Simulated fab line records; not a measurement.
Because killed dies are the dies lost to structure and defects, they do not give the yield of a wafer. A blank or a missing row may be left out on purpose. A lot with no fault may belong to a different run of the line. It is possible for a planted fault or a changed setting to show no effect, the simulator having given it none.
8D (eight disciplines) problem report, filled in by code || flow gf180mcu || the parts of the form that need people (team, actions taken, sign-off) are left out

== 1. WHAT IS WRONG ==
At GF_POLY_GATE_ETCH_12, rf_fwd_power_W averages 294.4 W over 2 wafers from 2 lots, while fault-free wafers read 495.2 W, standard deviation 2. That is -99 or more standard deviations from the usual mean.
The step: etches BARC in N2/H2.
First observed at day 13 15:41: wafer L988.5, on rie_diel-01. The record has a number at this step for 18 wafers belonging to 6 lots. By rule, "out" or "out of limits" means more than 4 standard deviations away from the usual mean. The other wafers with a number count as sound.

== 2. WHAT IT IS; WHAT IT IS NOT ==
{"question": "which readings at this step", "is": "rf_fwd_power_W", "is not": "drypump_motor_current_A, oes_product_au, throttle_valve_pct"}
{"question": "which lots", "is": "L988, L992", "is not": "L977, L983, L994, L995"}
{"question": "which wafers of those lots", "is": "L988.5, L992.5", "is not": "L988.1, L988.4, L992.3, L992.6"}
{"question": "read on which tools", "is": "rie_diel-01", "is not": "rie_diel-02, rie_diel-03"}
{"question": "when", "is": "from day 13 15:41", "is not": "up to then (8 sound wafers); but 8 sound wafers of L992, L994, L995 came after"}

== 3. WHAT RULES OUT EACH SUSPECT ==
Counting: a tool at a process step up to the reading stays a suspect if it ran every lot that is out. Sound lots after the first of them don't rule it out here, since some wafers of a struck lot are sound.
- rie_diel-01 at GF_POLY_GATE_ETCH_12 (etches BARC in N2/H2): kept. It ran every lot that is out, first L988 (day 13 15:41); its last sound lot up to then is L983 (day 12 06:08). Out on those wafers are its own readings of rf_fwd_power_W.
- Within rie_diel-01 at GF_POLY_GATE_ETCH_12: the wafers that are out ran in chamber 1; their sound lot-mates ran in chambers 0, 2, 3.
After counting, what remains is rie_diel-01 at GF_POLY_GATE_ETCH_12.

== 4. THE CAUSE (what the simulator had put in) ==
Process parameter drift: rie_diel-01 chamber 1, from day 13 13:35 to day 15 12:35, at GF_POLY_GATE_ETCH_12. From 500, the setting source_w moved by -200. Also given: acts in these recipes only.
This tool alone remained once counting was done.

== 5. SEQUENCE OF EFFECTS, ordered by route ==
Each row: a reading where the mean over the struck wafers with a number is more than 3 standard deviations away from the usual. Only readings whose record carries a usual standard deviation are examined. hours: median over the lots of the time between each lot's start at the first step of this table that gives one and its start at this step. sigmas: the change, counted in usual standard deviations.
{"hours": 0, "step": "GF_POLY_GATE_ETCH_12", "reading": "rf_fwd_power_W", "usual": "495.2 W", "on struck wafers": 294.4, "change": -200.8, "sigmas": "-99 or more"}
The process steps in it:
- GF_POLY_GATE_ETCH_12: etches BARC in N2/H2.

== 6. HOW IT WOULD HAVE BEEN CAUGHT EARLIER ==
The fault began at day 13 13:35; the first out-of-limits reading in this record came at day 13 15:41, 2 hours later.
